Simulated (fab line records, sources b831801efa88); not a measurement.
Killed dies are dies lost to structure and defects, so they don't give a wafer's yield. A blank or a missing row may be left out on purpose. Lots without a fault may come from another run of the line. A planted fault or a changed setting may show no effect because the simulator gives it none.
Which tool did it? | flow sky130 | 12 lots, 36 wafers sampled, at 1 step of a route of 708

WHAT THE GAUGES READ, wafer by wafer
SKY_VIA4_THK_MEAS_01.
lot  | measured     | on            | VIA4_HDPCVD_THK (nm)
L364 | day 41 20:58 | film_metro-03 | 1764 1761 1766
L366 | day 42 04:59 | film_metro-01 | 1742 1777 1781
L367 | day 43 00:14 | film_metro-01 | 1735 1737 1768
L368 | day 43 16:07 | film_metro-01 | 1743 1768 1734
L369 | day 43 18:43 | film_metro-01 | 1752 1757 1783
L375 | day 45 14:18 | film_metro-01 | 1758 1736 1749
L376 | day 45 16:56 | film_metro-03 | 1760 1723 1763
L377 | day 45 17:16 | film_metro-01 | 1736 1734 1742
L379 | day 46 00:18 | film_metro-01 | 1728 1756 1765
L381 | day 46 13:59 | film_metro-03 | 1775 1775 1730
L383 | day 46 19:35 | film_metro-02 | 1742 1745 1743
L386 | day 47 18:28 | film_metro-01 | 1747 1752 1750

WHICH TOOL RAN EACH LOT (tool, then ch and the chambers of the sampled wafers, then the start)
The record holds no process step before these readings.

WHAT THE TOOLS THEMSELVES READ (means of the sampled wafers that have a number; where no wafer has one, the mark that the record gives instead)
The record holds no such reading with a usual standard deviation.

THE ANSWER, worked out from the rows above alone
Rule: what is usual is taken from the lots themselves. Put in order of their means at a reading, lots are off if they are a third of the lots or fewer, leave a main group of 4 or more, and stand apart from it by a gap of 3 or more times the standard deviation of the main group's means; of several such gaps the widest counts. A main group whose means are all the same, to the digits that the tables above print for the reading, isn't used. A lot without any number at a reading at which 4 lots or more have one is off too. The other lots that the step has rows for count as sound. The gauges are gone through in route order, then the tools' own readings, and for those a lot's mean is taken as printed above. The first step at which some lot is off is used, and at that step the reading that is off furthest; a lot without a number counts as furthest.
No lot is off at any reading shown: from this, nothing can be told.

WHAT THE SIMULATOR HAD PUT IN
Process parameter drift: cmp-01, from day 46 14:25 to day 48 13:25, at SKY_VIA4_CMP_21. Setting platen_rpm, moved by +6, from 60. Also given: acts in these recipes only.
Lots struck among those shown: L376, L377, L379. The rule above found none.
